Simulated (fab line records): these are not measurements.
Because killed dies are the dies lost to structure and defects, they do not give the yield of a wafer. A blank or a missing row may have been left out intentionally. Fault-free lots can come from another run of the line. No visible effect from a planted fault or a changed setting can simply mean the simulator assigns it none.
The same fault as seen by 2 desks | flow sky130 | each desk holds nothing but its own numbers, with what lay behind them at the end

METROLOGY DESK
Means of the sampled wafers that have a number, per lot and without regard to the tool the lot ran on: this is what the gauges read. Any lot whose mean is over 4 standard deviations away from the usual mean is out of limits and marked OUT; that distance is given in the brackets.
Columns: A = cd nm at SKY_METAL4_CD_MEAS_13, usual 300.2 nm; B = VIA4_W_RS at SKY_VIA4_RS_MEAS_19, usual 0.227 ohm/sq
lot  | first seen here | A     | B
L659 | day 41 16:46    | 300.3 | 0.224
L661 | day 42 01:34    | 300.4 | 0.226
L662 | day 42 06:19    | 297.8 | 0.227
L663 | day 42 23:35    | 301.4 | 0.227
L665 | day 43 05:35    | 301.3 | 0.226
L666 | day 43 16:13    | 299.3 | 0.231
L668 | day 44 05:28    | 302.8 | 0.227
L670 | day 44 23:13    | 301.6 | 0.229
L675 | day 45 23:02    | 301.8 | 0.228
L678 | day 46 09:45    | 300.9 | 0.224
L680 | day 47 14:59    | 299.6 | 0.230
L681 | day 48 01:43    | 299.7 | 0.228
This desk's finding: nothing out of limits on any of the 12 lots.

AT THE TOOL OWNER'S DESK: pvd sputter-02
The tool's own readings at SKY_LOCAL_INTERCONNECT_SPUTTER_00 (material TiN, target thk 100 nm, time 83.3 s): means of the sampled wafers that have a number, for each lot that ran on this tool. Any lot whose mean is over 4 standard deviations away from the usual mean is out of limits and marked OUT; that distance is given in the brackets.
Columns: A = cathode dc power W at SKY_LOCAL_INTERCONNECT_SPUTTER_00, usual 6500.2 W; B = chamber pressure pa at SKY_LOCAL_INTERCONNECT_SPUTTER_00, usual 0.4001 Pa; C = susceptor temp C at SKY_LOCAL_INTERCONNECT_SPUTTER_00, usual 300.02 C; D = throttle valve pct at SKY_LOCAL_INTERCONNECT_SPUTTER_00, usual 29.8 %
lot  | first seen here | A      | B      | C      | D
L659 | day 29 04:38    | 6500.3 | 0.4009 | 300.00 | 29.8
L662 | day 29 21:37    | 6499.9 | 0.4002 | 299.79 | 29.4
L666 | day 31 11:44    | 6500.3 | 0.4003 | 300.03 | 29.2
L675 | day 34 06:20    | 6499.5 | 0.4000 | 299.68 | 29.4
L678 | day 34 20:26    | 6499.6 | 0.3995 | 299.86 | 29.0
This desk's finding: nothing out of limits on any of the 5 lots.

ALL TOGETHER
Nothing out of limits was seen by the metrology desk.
The tool owner's desk saw nothing out of limits.

WHAT THE SIMULATOR PUT IN
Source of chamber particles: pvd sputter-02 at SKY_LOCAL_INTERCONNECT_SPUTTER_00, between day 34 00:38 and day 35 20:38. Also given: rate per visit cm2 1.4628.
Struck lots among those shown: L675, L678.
